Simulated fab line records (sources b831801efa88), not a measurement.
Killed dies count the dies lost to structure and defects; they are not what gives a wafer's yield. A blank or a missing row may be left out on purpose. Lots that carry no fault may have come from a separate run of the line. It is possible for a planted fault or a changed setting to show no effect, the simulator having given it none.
Lot-split experiment | flow sky130 | route with 708 steps; 5 lots, 23 wafers read

== THE SPLIT ==
At SKY_NWELL_STRIP_14 (strips in O2/N2), the setting pressure mtorr was moved away from the recipe's 1500 mTorr on 20 of the 23 wafers read, by -12.7% to +4.9%. All remaining wafers had this setting at the recipe value.

The split's own step is where the reading is taken.

== THE READING ==
oes product au, in a.u., at SKY_NWELL_STRIP_14 (strips in O2/N2). Fault-free wafers of this fab line usually give 0.722 a.u., standard deviation 0.0043 a.u.

wafer  | tool, chamber at the split | pressure mtorr as run, mTorr | against the recipe | oes product au, a.u. | against lot-mates on the recipe
L074.1 | plasma asher-01, 1         | 1500                         | recipe             | 0.717                | -
L074.4 | plasma asher-01, 1         | 1500                         | recipe             | 0.713                | -
L074.5 | plasma asher-01, 1         | 1500                         | recipe             | 0.723                | -
L077.1 | plasma asher-02, 0         | 1411                         | -5.9%              | 0.709                | no lot-mate on the recipe
L077.2 | plasma asher-02, 1         | 1411                         | -5.9%              | 0.707                | no lot-mate on the recipe
L077.3 | plasma asher-02, 1         | 1411                         | -5.9%              | 0.717                | no lot-mate on the recipe
L077.4 | plasma asher-02, 0         | 1411                         | -5.9%              | 0.714                | no lot-mate on the recipe
L077.6 | plasma asher-02, 0         | 1411                         | -5.9%              | 0.713                | no lot-mate on the recipe
L078.1 | plasma asher-02, 1         | 1310                         | -12.7%             | 0.694                | no lot-mate on the recipe
L078.2 | plasma asher-02, 0         | 1310                         | -12.7%             | 0.696                | no lot-mate on the recipe
L078.3 | plasma asher-02, 1         | 1310                         | -12.7%             | 0.700                | no lot-mate on the recipe
L078.4 | plasma asher-02, 0         | 1310                         | -12.7%             | 0.701                | no lot-mate on the recipe
L078.5 | plasma asher-02, 1         | 1310                         | -12.7%             | 0.698                | no lot-mate on the recipe
L082.1 | plasma asher-01, 0         | 1398                         | -6.8%              | 0.711                | no lot-mate on the recipe
L082.2 | plasma asher-01, 1         | 1398                         | -6.8%              | 0.713                | no lot-mate on the recipe
L082.3 | plasma asher-01, 0         | 1398                         | -6.8%              | 0.710                | no lot-mate on the recipe
L082.4 | plasma asher-01, 1         | 1398                         | -6.8%              | 0.709                | no lot-mate on the recipe
L082.5 | plasma asher-01, 1         | 1398                         | -6.8%              | 0.715                | no lot-mate on the recipe
L083.1 | plasma asher-01, 1         | 1574                         | +4.9%              | 0.722                | no lot-mate on the recipe
L083.2 | plasma asher-01, 0         | 1574                         | +4.9%              | 0.727                | no lot-mate on the recipe
L083.4 | plasma asher-01, 0         | 1574                         | +4.9%              | 0.728                | no lot-mate on the recipe
L083.5 | plasma asher-01, 1         | 1574                         | +4.9%              | 0.728                | no lot-mate on the recipe
L083.6 | plasma asher-01, 0         | 1574                         | +4.9%              | 0.727                | no lot-mate on the recipe

THE FIT
A straight line over all 23 wafers: oes product au changes by +0.00153 a.u. for each +1% of pressure mtorr; r = +0.94; the points scatter about the line by 0.0036 a.u.
Too few moved wafers have a lot-mate on the recipe to fit a line with each lot's own level taken away.
Tool readings at the split's step, against how far the setting was moved: oes product au r = +0.94; strip time to endpoint s r = -0.99.

== THE WHOLE CHAIN: every reading that the file lists as answering this split, in the file's order ==
step               | what it does    | reading                  | change (the file's fit)                   | r (the file's)
SKY_NWELL_STRIP_14 | strips in O2/N2 | oes product au           | +0.00152 a.u. for each +1% of the setting | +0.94
SKY_NWELL_STRIP_14 | strips in O2/N2 | strip time to endpoint s | withheld for each +1% of the setting      | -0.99

== FILE'S OWN FIT ==
oes product au changes by +0.00152 a.u. for each +1% of pressure mtorr, r = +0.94.
